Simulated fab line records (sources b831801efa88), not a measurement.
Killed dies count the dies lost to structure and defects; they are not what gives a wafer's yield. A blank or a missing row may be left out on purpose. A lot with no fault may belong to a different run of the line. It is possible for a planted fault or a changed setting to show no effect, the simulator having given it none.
fab line records	flow gf180mcu
record lots=13	wafers=39	last_day=34
route steps=602 shown LVPWELL@62 V2@403 V3@450
lots that met no fault: from a run of the same line without faults
start_h: start of the lot's first displayed wafer, in hours after the record's first day	wait_h: time in hours since the lot's previous step	" unchanged from the row above	L1.1+2: several wafers, shown together as one row	- value missing, or start not given	* or withheld: withheld	< > ~ a bound
route shown NAME@n: a module of which the file shows steps, and the number in the route of the first	usual: mean/standard deviation taken from wafers without a fault	same: alike in all rows	chamber/n: place in a boat	sites: the reading at each site	_std_site: the standard deviation of these	_edge_site: inner sites' mean taken away from outer sites' mean	radius_mm: how far each site lies from the wafer's centre	mask NAME#n: copy n	behind: the tool/chamber that last shaped the wafer	hold: what put the lot on hold/how long, in hours/how the hold closed	device: the n, p or np transistor that did not switch	end of line: the tests these same wafers got at the end of their route	where a step has no rows: the recipe by itself	killed: the dies lost at the first sort to structure and to defects; this is not the yield of the wafer	map: a wafer's dies, x killed, . not, _ none there
set.NAME: the run value of the setting; set.NAME@STEP: its run value at that earlier step	model.NAME: the simulator's own value behind a step, which no gauge read
the route's steps for a sample of lots (tables are steps, rows are wafers)
services: the hour from which a tool's chamber was out of use, counted from the record's first day as start_h (under 0 if before that day), plus the number of hours and why
## steps
# step GF_LVPWELL_IMPLANT_08
# recipe species=B	energy_kev=170	dose_cm2=1.5e+13	tilt_deg=0
# usual beam_on_s=10.01/0.18	faraday_current_uA=84.5/1.5
lot.wafer	tool	chamber	start_h	wait_h	beam_on_s	faraday_current_uA
L623.1	implanter-01	0	74.61	0.0	10.22	83.2
L623.4	"	0	"	"	10.18	83.4
L623.6	"	0	"	"	10.12	83.8
L624.1	implanter-04	0	81.69	0.0	10.15	83.3
L624.4	"	0	"	"	10.06	83.9
L624.5	"	0	"	"	9.87	85.9
L625.1	implanter-03	0	85.49	0.0	10.00	84.8
L625.3	"	0	"	"	10.08	84.0
L625.5	"	0	"	"	9.94	85.1
L626.2	implanter-04	0	90.18	0.0	10.03	83.9
L626.3	"	0	"	"	10.03	84.4
L626.4	"	0	"	"	10.11	83.5
L628.3	implanter-03	0	100.40	0.1	10.10	83.5
L628.4	"	0	"	"	9.86	85.6
L628.6	"	0	"	"	9.98	84.6
L631.1	implanter-01	0	131.30	0.0	10.20	82.8
L631.2	"	0	"	"	9.87	85.6
L631.5	"	0	"	"	10.08	83.9
L635.1	implanter-03	0	148.66	0.0	9.88	85.4
L635.3	"	0	"	"	9.84	85.7
L635.5	"	0	"	"	9.95	84.8
L636.2	implanter-03	0	153.18	0.0	10.16	83.4
L636.4	"	0	"	"	10.22	82.7
L636.5	"	0	"	"	9.85	85.7
L637.1	implanter-04	0	155.29	0.0	9.85	85.8
L637.3	"	0	"	"	10.07	84.1
L637.4	"	0	"	"	9.81	86.0
L638.2	implanter-03	0	160.13	0.0	11.38	74.5
L638.3	"	0	"	"	11.52	73.3
L638.4	"	0	"	"	11.78	71.8
L639.2	implanter-04	0	165.18	0.0	9.92	85.0
L639.4	"	0	"	"	10.10	83.8
L639.5	"	0	"	"	10.30	82.4
L640.3	implanter-03	0	169.40	0.1	11.43	73.7
L640.4	"	0	"	"	11.62	72.6
L640.6	"	0	"	"	11.37	74.2
L644.2	implanter-01	0	195.08	0.0	10.19	83.4
L644.4	"	0	"	"	10.19	82.8
L644.5	"	0	"	"	9.72	87.6
# step GF_LVPWELL_TW_MEAS_11
# usual LVPWELL_TW=563/4.5
lot.wafer	tool	chamber	start_h	wait_h	LVPWELL_TW
L623.1	film_metro-04	-	75.01	0.1	569
L623.4	"	-	"	"	568
L623.6	"	-	"	"	569
L624.1	film_metro-04	-	82.09	0.1	568
L624.4	"	-	"	"	571
L624.5	"	-	"	"	572
L625.1	film_metro-01	-	85.89	0.1	562
L625.3	"	-	"	"	559
L625.5	"	-	"	"	562
L626.2	film_metro-01	-	90.57	0.1	561
L626.3	"	-	"	"	559
L626.4	"	-	"	"	557
L628.3	film_metro-04	-	100.77	0.1	564
L628.4	"	-	"	"	565
L628.6	"	-	"	"	566
L631.1	film_metro-04	-	131.70	0.1	571
L631.2	"	-	"	"	569
L631.5	"	-	"	"	572
L635.1	film_metro-01	-	149.06	0.1	559
L635.3	"	-	"	"	560
L635.5	"	-	"	"	561
L636.2	film_metro-01	-	153.56	0.1	557
L636.4	"	-	"	"	558
L636.5	"	-	"	"	559
L637.1	film_metro-01	-	155.69	0.1	558
L637.3	"	-	"	"	561
L637.4	"	-	"	"	559
L638.2	film_metro-01	-	160.52	0.1	580
L638.3	"	-	"	"	583
L638.4	"	-	"	"	578
L639.2	film_metro-01	-	165.57	0.1	557
L639.4	"	-	"	"	560
L639.5	"	-	"	"	557
L640.3	film_metro-01	-	169.77	0.1	577
L640.4	"	-	"	"	575
L640.6	"	-	"	"	577
L644.2	film_metro-03	-	195.46	0.1	567
L644.4	"	-	"	"	566
L644.5	"	-	"	"	565
# step GF_VT_IMPLANT_RS_MEAS_48
# recipe thk_meas_gauge=four-point-probe
# usual LVPWELL_RS=1197/3.2
lot.wafer	tool	chamber	start_h	wait_h	LVPWELL_RS[ohm/sq]
L623.1	film_metro-03	-	160.76	0.1	1200
L623.4	"	-	"	"	1200
L623.6	"	-	"	"	1200
L624.1	film_metro-01	-	170.70	0.1	1193
L624.4	"	-	"	"	1193
L624.5	"	-	"	"	1196
L625.1	film_metro-03	-	176.41	0.1	1202
L625.3	"	-	"	"	1201
L625.5	"	-	"	"	1197
L626.2	film_metro-03	-	183.13	0.1	1202
L626.3	"	-	"	"	1201
L626.4	"	-	"	"	1199
L628.3	film_metro-01	-	195.44	0.1	1192
L628.4	"	-	"	"	1194
L628.6	"	-	"	"	1193
L631.1	film_metro-01	-	231.31	0.1	1193
L631.2	"	-	"	"	1193
L631.5	"	-	"	"	1197
L635.1	film_metro-01	-	252.81	0.1	1195
L635.3	"	-	"	"	1194
L635.5	"	-	"	"	1196
L636.2	film_metro-04	-	258.28	0.1	1196
L636.4	"	-	"	"	1197
L636.5	"	-	"	"	1194
L637.1	film_metro-04	-	259.86	0.1	1201
L637.3	"	-	"	"	1201
L637.4	"	-	"	"	1200
L638.2	film_metro-03	-	267.79	0.1	1122
L638.3	"	-	"	"	1120
L638.4	"	-	"	"	1119
L639.2	film_metro-03	-	273.03	0.1	1190
L639.4	"	-	"	"	1193
L639.5	"	-	"	"	1193
L640.3	film_metro-04	-	278.70	0.1	1122
L640.4	"	-	"	"	1121
L640.6	"	-	"	"	1123
L644.2	film_metro-04	-	309.38	0.1	1195
L644.4	"	-	"	"	1194
L644.5	"	-	"	"	1194
# step GF_V2_SPUTTER_21
# recipe material=Ti	target_thk_nm=15	chamber_pressure_pa=5	power_w=2500	substrate_temp_c=200	time_s=80.02
# usual throttle_valve_pct=29.7/0.78
lot.wafer	tool	chamber	start_h	wait_h	throttle_valve_pct
L623.1	pvd_sputter-01	-	464.27	0.0	29.6
L623.4	"	-	"	"	27.5
L623.6	"	-	"	"	27.5
L624.1	pvd_sputter-04	-	480.88	0.0	29.8
L624.4	"	-	"	"	29.4
L624.5	"	-	"	"	29.6
L625.1	pvd_sputter-04	-	493.64	0.0	30.5
L625.3	"	-	"	"	29.3
L625.5	"	-	"	"	29.6
L626.2	pvd_sputter-04	-	499.36	0.0	30.5
L626.3	"	-	"	"	29.5
L626.4	"	-	"	"	30.1
L628.3	pvd_sputter-04	-	519.12	0.0	30.4
L628.4	"	-	"	"	29.6
L628.6	"	-	"	"	30.3
L631.1	pvd_sputter-02	-	566.02	0.0	29.0
L631.2	"	-	"	"	28.5
L631.5	"	-	"	"	28.3
L635.1	pvd_sputter-04	-	589.74	0.0	30.6
L635.3	"	-	"	"	30.3
L635.5	"	-	"	"	30.1
L636.2	pvd_sputter-04	-	592.15	0.0	30.8
L636.4	"	-	"	"	29.5
L636.5	"	-	"	"	29.8
L637.1	pvd_sputter-02	-	596.32	0.0	30.2
L637.3	"	-	"	"	30.6
L637.4	"	-	"	"	28.3
L638.2	pvd_sputter-04	-	600.71	0.0	29.3
L638.3	"	-	"	"	30.2
L638.4	"	-	"	"	29.9
L639.2	pvd_sputter-01	-	605.36	0.0	27.8
L639.4	"	-	"	"	29.6
L639.5	"	-	"	"	29.8
L640.3	pvd_sputter-01	-	615.41	0.0	29.9
L640.4	"	-	"	"	29.0
L640.6	"	-	"	"	29.7
L644.2	pvd_sputter-01	-	645.43	0.0	29.4
L644.4	"	-	"	"	27.5
L644.5	"	-	"	"	28.9
# step GF_V2_SPUTTER_22
# recipe material=TiN	target_thk_nm=10	chamber_pressure_pa=5	power_w=4000	time_s=40
# usual throttle_valve_pct=29.7/0.81
lot.wafer	tool	chamber	start_h	wait_h	throttle_valve_pct
L623.1	pvd_sputter-01	-	464.33	0.0	29.5
L623.4	"	-	"	"	27.3
L623.6	"	-	"	"	27.7
L624.1	pvd_sputter-04	-	480.95	0.0	29.9
L624.4	"	-	"	"	29.5
L624.5	"	-	"	"	29.1
L625.1	pvd_sputter-04	-	493.70	0.0	30.5
L625.3	"	-	"	"	29.7
L625.5	"	-	"	"	29.6
L626.2	pvd_sputter-04	-	499.42	0.0	30.6
L626.3	"	-	"	"	29.5
L626.4	"	-	"	"	30.4
L628.3	pvd_sputter-04	-	519.18	0.0	30.1
L628.4	"	-	"	"	29.7
L628.6	"	-	"	"	30.7
L631.1	pvd_sputter-02	-	566.08	0.0	28.9
L631.2	"	-	"	"	28.4
L631.5	"	-	"	"	28.2
L635.1	pvd_sputter-04	-	589.80	0.0	30.6
L635.3	"	-	"	"	30.5
L635.5	"	-	"	"	29.8
L636.2	pvd_sputter-04	-	592.21	0.0	30.8
L636.4	"	-	"	"	29.6
L636.5	"	-	"	"	29.7
L637.1	pvd_sputter-02	-	596.38	0.0	29.8
L637.3	"	-	"	"	30.6
L637.4	"	-	"	"	28.3
L638.2	pvd_sputter-04	-	600.77	0.0	29.2
L638.3	"	-	"	"	30.3
L638.4	"	-	"	"	30.0
L639.2	pvd_sputter-01	-	605.42	0.0	27.5
L639.4	"	-	"	"	29.5
L639.5	"	-	"	"	29.5
L640.3	pvd_sputter-01	-	615.47	0.0	29.8
L640.4	"	-	"	"	28.9
L640.6	"	-	"	"	29.8
L644.2	pvd_sputter-01	-	645.49	0.0	29.5
L644.4	"	-	"	"	27.6
L644.5	"	-	"	"	29.0
# step GF_V3_SPUTTER_21
# recipe material=Ti	target_thk_nm=15	chamber_pressure_pa=5	power_w=2500	substrate_temp_c=200	time_s=80.02
# usual throttle_valve_pct=29.3/0.78
lot.wafer	tool	chamber	start_h	wait_h	throttle_valve_pct
L623.1	pvd_sputter-01	-	514.69	0.0	29.8
L623.4	"	-	"	"	28.7
L623.6	"	-	"	"	29.1
L624.1	pvd_sputter-01	-	530.80	0.0	29.6
L624.4	"	-	"	"	29.0
L624.5	"	-	"	"	27.4
L625.1	pvd_sputter-01	-	542.88	0.0	29.9
L625.3	"	-	"	"	28.9
L625.5	"	-	"	"	29.0
L626.2	pvd_sputter-04	-	548.58	0.0	29.5
L626.3	"	-	"	"	30.7
L626.4	"	-	"	"	29.9
L628.3	pvd_sputter-01	-	567.84	0.0	27.5
L628.4	"	-	"	"	29.2
L628.6	"	-	"	"	29.2
L631.1	pvd_sputter-03	-	611.29	0.0	29.3
L631.2	"	-	"	"	29.4
L631.5	"	-	"	"	29.1
L635.1	pvd_sputter-03	-	633.91	0.0	29.5
L635.3	"	-	"	"	29.9
L635.5	"	-	"	"	29.3
L636.2	pvd_sputter-03	-	635.74	0.0	29.1
L636.4	"	-	"	"	29.1
L636.5	"	-	"	"	29.3
L637.1	pvd_sputter-01	-	640.51	0.0	29.1
L637.3	"	-	"	"	29.2
L637.4	"	-	"	"	29.7
L638.2	pvd_sputter-04	-	644.44	0.0	29.6
L638.3	"	-	"	"	30.7
L638.4	"	-	"	"	30.6
L639.2	pvd_sputter-03	-	649.03	0.0	29.2
L639.4	"	-	"	"	29.5
L639.5	"	-	"	"	29.1
L640.3	pvd_sputter-01	-	658.11	0.0	27.3
L640.4	"	-	"	"	29.5
L640.6	"	-	"	"	29.2
L644.2	pvd_sputter-03	-	686.37	0.0	29.0
L644.4	"	-	"	"	29.1
L644.5	"	-	"	"	29.2
## services
tool	chamber	start_h	hours	kind
implanter-04	-	55.70	2.9	pm
implanter-03	-	67.35	3.7	pm
pvd_sputter-02	-	95.00	1.4	repair
pvd_sputter-02	-	115.93	16.6	repair
implanter-04	-	116.59	4.0	pm
implanter-04	-	120.57	7.7	pm
implanter-03	-	132.67	3.3	repair
pvd_sputter-02	-	148.87	1.5	repair
pvd_sputter-01	-	159.18	0.9	repair
pvd_sputter-01	-	205.49	1.3	repair
pvd_sputter-04	-	237.63	6.4	repair
pvd_sputter-02	-	277.32	1.9	repair
pvd_sputter-02	-	315.88	3.1	repair
implanter-04	-	351.59	4.4	repair
implanter-03	-	369.35	6.5	pm
pvd_sputter-02	-	415.34	110.0	repair
pvd_sputter-04	-	434.98	0.5	repair
implanter-04	-	448.21	0.5	repair
pvd_sputter-03	-	521.86	11.9	repair
pvd_sputter-04	-	530.52	1.8	repair
implanter-03	-	611.77	4.1	repair
pvd_sputter-04	-	667.77	1.9	repair
implanter-03	-	674.77	2.2	repair
pvd_sputter-04	-	683.56	6.2	repair
## key
first_sign step=GF_LVPWELL_IMPLANT_08	reading=beam_on_s	direction=up	sigmas=8.5	usual=10.01	struck=11.52
effect step=GF_LVPWELL_IMPLANT_08	reading=faraday_current_uA	direction=down	sigmas=7.3	usual=84.5	struck=73.4
effect step=GF_LVPWELL_TW_MEAS_11	reading=LVPWELL_TW	direction=up	sigmas=3.5	usual=563	struck=578
effect step=GF_VT_IMPLANT_RS_MEAS_48	reading=LVPWELL_RS	direction=down	sigmas=23	usual=1197	struck=1121
met_at GF_LVPWELL_IMPLANT_08
struck_lots L638,L640
tester_left_out L638,L640
not_acting_at GF_V2_SPUTTER_21,GF_V2_SPUTTER_22,GF_V3_SPUTTER_21
onset_between 153.18 160.13
fault kind=process_parameter_drift	tool=implanter-03	chamber=-	onset_h=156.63	steps=GF_LVPWELL_IMPLANT_08	channel=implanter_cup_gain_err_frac	offset=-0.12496	shape=step	end_h=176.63
# tester_left_out: of these lots the tester's yield and bins aren't shown, on N5 and GAA mostly nor the transistor test; their killed dies are dies lost to structure and defects alone, not to doping, threshold or leakage, so they don't give the yield
